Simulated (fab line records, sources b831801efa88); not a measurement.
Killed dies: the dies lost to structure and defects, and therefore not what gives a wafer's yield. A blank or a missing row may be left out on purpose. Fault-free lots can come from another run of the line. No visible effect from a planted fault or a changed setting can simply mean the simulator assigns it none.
Matching of chambers :: flow sky130 :: 4 sister chambers for SKY_VIA1_ETCH_15 on rieDiel-03
The step etches SiO2 in C4F8/O2/Ar, stops on TiN, target depth 351 nm, time 54 s. 16 wafers are shown with their chamber, then 8 later ones without.

== EACH WAFER AND ITS CHAMBER ==
wafer: L076.4
chamber: 0
oesProductAu (a.u.): 0.990

wafer: L076.5
chamber: 1
oesProductAu (a.u.): 0.987

wafer: L076.6
chamber: 3
oesProductAu (a.u.): 0.982

wafer: L077.3
chamber: 1
oesProductAu (a.u.): 0.994

wafer: L077.4
chamber: 3
oesProductAu (a.u.): 0.982

wafer: L077.6
chamber: 1
oesProductAu (a.u.): 0.984

wafer: L078.4
chamber: 0
oesProductAu (a.u.): 0.974

wafer: L078.5
chamber: 3
oesProductAu (a.u.): 0.986

wafer: L078.6
chamber: 2
oesProductAu (a.u.): 0.982

wafer: L081.1
chamber: 3
oesProductAu (a.u.): 0.983

wafer: L081.2
chamber: 2
oesProductAu (a.u.): 0.980

wafer: L081.6
chamber: 1
oesProductAu (a.u.): 0.989

wafer: L085.1
chamber: 1
oesProductAu (a.u.): 0.983

wafer: L085.3
chamber: 0
oesProductAu (a.u.): 0.985

wafer: L085.4
chamber: 3
oesProductAu (a.u.): 0.981

wafer: L092.2
chamber: 3
oesProductAu (a.u.): 0.972

SIGNATURES (averages over the wafers above)
reading: oesProductAu
chamber 0: 0.98300
chamber 1: 0.98740
chamber 2: 0.98100
chamber 3: 0.98100
scatter within a chamber: 0.00521
Rule: for a wafer and a chamber, the distance is found by dividing, reading by reading, the gap between the wafer's reading and the chamber's mean by the reading's scatter, squaring, summing and taking the root. The wafer belongs to the nearest chamber; if the next one is less than 2 further off, it can't be placed. How the scatter is found: for the shown wafers, subtract from each reading the mean of its chamber, square and add these, divide the total by (wafers less chambers), then take the root.

== WAFERS WITHOUT THEIR CHAMBER ==
wafer: L092.4
oesProductAu (a.u.): 0.975

wafer: L092.5
oesProductAu (a.u.): 0.987

wafer: L094.1
oesProductAu (a.u.): 0.980

wafer: L094.2
oesProductAu (a.u.): 0.979

wafer: L094.3
oesProductAu (a.u.): 0.980

wafer: L094.4
oesProductAu (a.u.): 0.986

wafer: L094.5
oesProductAu (a.u.): 0.981

wafer: L094.6
oesProductAu (a.u.): 0.984

== CHAMBER TAKEN BY EACH ==
wafer: L092.4
from the rows above: can't be placed: 2 or 3 or 0 or 1
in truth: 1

wafer: L092.5
from the rows above: can't be placed: 1 or 0 or 2 or 3
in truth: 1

wafer: L094.1
from the rows above: can't be placed: 2 or 3 or 0 or 1
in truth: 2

wafer: L094.2
from the rows above: can't be placed: 2 or 3 or 0 or 1
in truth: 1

wafer: L094.3
from the rows above: can't be placed: 2 or 3 or 0 or 1
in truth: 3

wafer: L094.4
from the rows above: can't be placed: 1 or 0 or 2 or 3
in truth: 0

wafer: L094.5
from the rows above: can't be placed: 2 or 3 or 0 or 1
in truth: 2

wafer: L094.6
from the rows above: can't be placed: 0 or 2 or 3 or 1
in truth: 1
Correct placement for 0 of the 8. Not placeable from these rows: 8 (in 8, the candidates include the true chamber). Wrongly placed: 0.
